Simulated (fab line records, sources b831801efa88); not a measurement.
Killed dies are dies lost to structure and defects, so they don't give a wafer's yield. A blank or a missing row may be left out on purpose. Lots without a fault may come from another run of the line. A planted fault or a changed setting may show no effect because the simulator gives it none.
Problem report in the 8D (eight disciplines) form, filled by code | flow sky130 | the parts of the form that need people (team, actions taken, sign-off) are left out

1. THE PROBLEM
POLY_GATE_CVD_00_THK at SKY_POLY_GATE_THK_MEAS_01 reads a mean of 117.6 nm on 6 wafers of 2 lots; wafers without a fault read 180.8 nm with a standard deviation of 1.7. That is -37 standard deviations from the usual mean.
First seen on wafer L191.2, day 18 03:07, on film_metro-01. The record holds 30 wafers of 10 lots with a number at this step. Rule for "out", or "out of limits": more than 4 standard deviations from the usual mean. The other wafers with a number count as sound.

2. WHAT IT IS AND WHAT IT IS NOT
question                    | is                     | is not
which readings at this step | POLY_GATE_CVD_00_THK   | -
which lots                  | L191, L192             | L185, L186, L188, L189, L190, L200, L201, L202
which wafers of those lots  | all that have a number | -
read on which gauges        | film_metro-01          | film_metro-03, film_metro-04
when                        | from day 18 03:07      | up to then (15 sound wafers); but 9 sound wafers of L200, L201, L202 came after

3. SUSPECTS, AND WHAT RULES EACH OUT
Counting: a tool at a process step up to the reading stays a suspect if it ran every lot that is out and no sound lot after the first of them.
- the gauge at SKY_POLY_GATE_THK_MEAS_01: ruled out. All the wafers that are out were read on film_metro-01, but those of them that SKY_POLY_GATE_CVD_00 has rows for are out there too, on other tools.
- lpcvd-01 at SKY_POLY_GATE_CVD_00 (deposits poly-Si, target thk 180 nm, time 720 s): ruled out as a lasting fault. Sound lots L200, L201, L202 ran on it after its first lot that is out, L191 (day 18 01:55).
Left after counting: nothing in the record.

4. THE CAUSE (what the simulator had put in)
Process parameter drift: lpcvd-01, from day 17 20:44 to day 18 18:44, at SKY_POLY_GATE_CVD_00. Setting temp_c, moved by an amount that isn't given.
Counting ruled it out, wrongly: the rule takes a fault to strike every lot that its tool runs from its start on, and this one did not.

5. THE CHAIN OF EFFECTS, in route order
Each row: a reading whose mean over the struck wafers that have a number lies more than 3 standard deviations from the usual. Only readings for which the record gives a usual standard deviation are gone through. hours: the time from each lot's start at the first step in this table that gives one to its start at this step, as a median over the lots. sigmas: the change in usual standard deviations.
hours | step                      | reading              | usual      | on struck wafers | change | sigmas
0     | SKY_POLY_GATE_CVD_00      | spike_tc_bottom_C    | 640.9 C    | 622.4            | -18.5  | -13
0     | SKY_POLY_GATE_CVD_00      | spike_tc_centre_C    | 620.4 C    | 601.8            | -18.6  | -19
0     | SKY_POLY_GATE_CVD_00      | spike_tc_lower_C     | 621.1 C    | 602.6            | -18.5  | -13
0     | SKY_POLY_GATE_CVD_00      | spike_tc_top_C       | 635.6 C    | 617.9            | -17.7  | -11
0     | SKY_POLY_GATE_CVD_00      | spike_tc_upper_C     | 620.2 C    | 601.5            | -18.7  | -12
0     | SKY_POLY_GATE_CVD_00      | susceptor_temp_C     | 620.01 C   | 601.55           | -18.46 | -66
2     | SKY_POLY_GATE_THK_MEAS_01 | POLY_GATE_CVD_00_THK | 180.8 nm   | 117.6            | -63.2  | -37
65    | SKY_POLY_GATE_ETCH_17     | oes_product_au       | 0.989 a.u. | 0.746            | -0.243 | -35
The process steps in it:
- SKY_POLY_GATE_CVD_00: deposits poly-Si, target thk 180 nm, time 720 s.
- SKY_POLY_GATE_ETCH_17: etches poly-Si in HBr/Cl2, stops on SiO2, target depth 180 nm, time 70.5 s.

6. WHAT WOULD HAVE CAUGHT IT SOONER
In this record the first reading out of limits at a measuring or inspecting step was taken at day 18 03:07, 6 hours after the fault began at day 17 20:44.
The tool's own readings at SKY_POLY_GATE_CVD_00 were out on every struck wafer that the step has a row for (spike_tc_bottom_C, spike_tc_centre_C, spike_tc_lower_C, spike_tc_top_C, spike_tc_upper_C, susceptor_temp_C): an alarm limit on them would have fired on the first of those.
